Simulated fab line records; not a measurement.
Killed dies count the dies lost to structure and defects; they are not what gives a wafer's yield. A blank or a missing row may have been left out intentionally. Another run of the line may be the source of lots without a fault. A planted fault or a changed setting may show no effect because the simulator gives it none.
Problem report in the 8D (eight disciplines) form, filled by code -- flow sky130 -- the parts of the form that need people (team, actions taken, sign-off) are left out

1. WHAT WENT WRONG
Mean VT_ADJUST_HVTR_TW at SKY_VT_ADJUST_HVTR_TW_MEAS_11: 198.9 over 2 wafers in 2 lots; fault-free wafers: 210.8, standard deviation 1.6. Relative to the usual mean, that is a shift of -7.5 standard deviations.
Seen first at day 13 09:09 on film metro-02, wafer L681.2. The record holds 40 wafers of 14 lots with a number at this step. The rule behind "out" and "out of limits": a value lying over 4 standard deviations away from the usual mean. Any other wafer with a number is counted as sound.

2. WHAT IT IS; WHAT IT IS NOT
question,is,is not
which readings at this step,VT_ADJUST_HVTR_TW,-
which lots,"L681, L685","L668, L669, L670, L671, L672, L673, L675, L676, L677, L688, L689, L690"
which wafers of those lots,"L681.2, L685.2","L681.6, L685.6"
read on which gauges,film metro-02,film metro-03
when,from day 13 09:09,"up to then (28 sound wafers); but 10 sound wafers of L685, L688, L689, L690 came after"

3. SUSPECTS, AND WHAT RULES EACH OUT
Counting: if a tool at a process step up to the reading ran every lot that is out, it stays a suspect. Sound lots after the first of them don't rule it out here, since some wafers of a struck lot are sound.
- the gauge at SKY_VT_ADJUST_HVTR_TW_MEAS_11: ruled out. All the wafers that are out were read on film metro-02, but those of them that SKY_VT_ADJUST_HVTR_IMPLANT_09 has rows for are out there too, on other tools.
- implanter-03 at SKY_VT_ADJUST_HVTR_IMPLANT_09: kept. It processed each lot that is out (first: L681, day 13 08:55); up to then, its last sound lot is L677 (day 12 04:36). Its own beam on s, faraday current uA readings are out on those wafers.
Left after counting: implanter-03 at SKY_VT_ADJUST_HVTR_IMPLANT_09.

4. THE CAUSE (what the simulator had put in)
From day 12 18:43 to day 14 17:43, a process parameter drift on implanter-03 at SKY_VT_ADJUST_HVTR_IMPLANT_09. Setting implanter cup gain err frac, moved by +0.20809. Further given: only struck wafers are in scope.
The count eliminated every tool but this one.

5. THE CHAIN OF EFFECTS, in route order
Rows list readings where the struck wafers' mean (over those with a number) sits beyond 3 standard deviations from the usual. Only readings whose record carries a usual standard deviation are examined. hours: median over the lots of the time between each lot's start at the first step of this table that gives one and its start at this step. sigmas: the change, counted in usual standard deviations.
hours,step,reading,usual,on struck wafers,change,sigmas
0,SKY_VT_ADJUST_HVTR_IMPLANT_09,beam on s,9.98 s,8.51,-1.47,-7.4
0,SKY_VT_ADJUST_HVTR_IMPLANT_09,faraday current uA,11.86,13.93,+2.07,+8.6
0,SKY_VT_ADJUST_HVTR_TW_MEAS_11,VT_ADJUST_HVTR_TW,210.8,198.9,-11.9,-7.5
Its process steps:
- SKY_VT_ADJUST_HVTR_IMPLANT_09

6. HOW IT WOULD HAVE BEEN CAUGHT EARLIER
Counted from the fault's start at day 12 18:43, it took 14 hours until the first out-of-limits reading at a measuring or inspecting step in this record, taken at day 13 09:09.
Tool's own readings at SKY_VT_ADJUST_HVTR_IMPLANT_09, beam on s, faraday current uA: out on all struck wafers the step has rows for; an alarm limit on them would have tripped on the first.
Among the 2 lots that are out, L685 began SKY_VT_ADJUST_HVTR_IMPLANT_09 on implanter-03 after day 13 09:09. Putting the tool on hold at that point would have spared it.
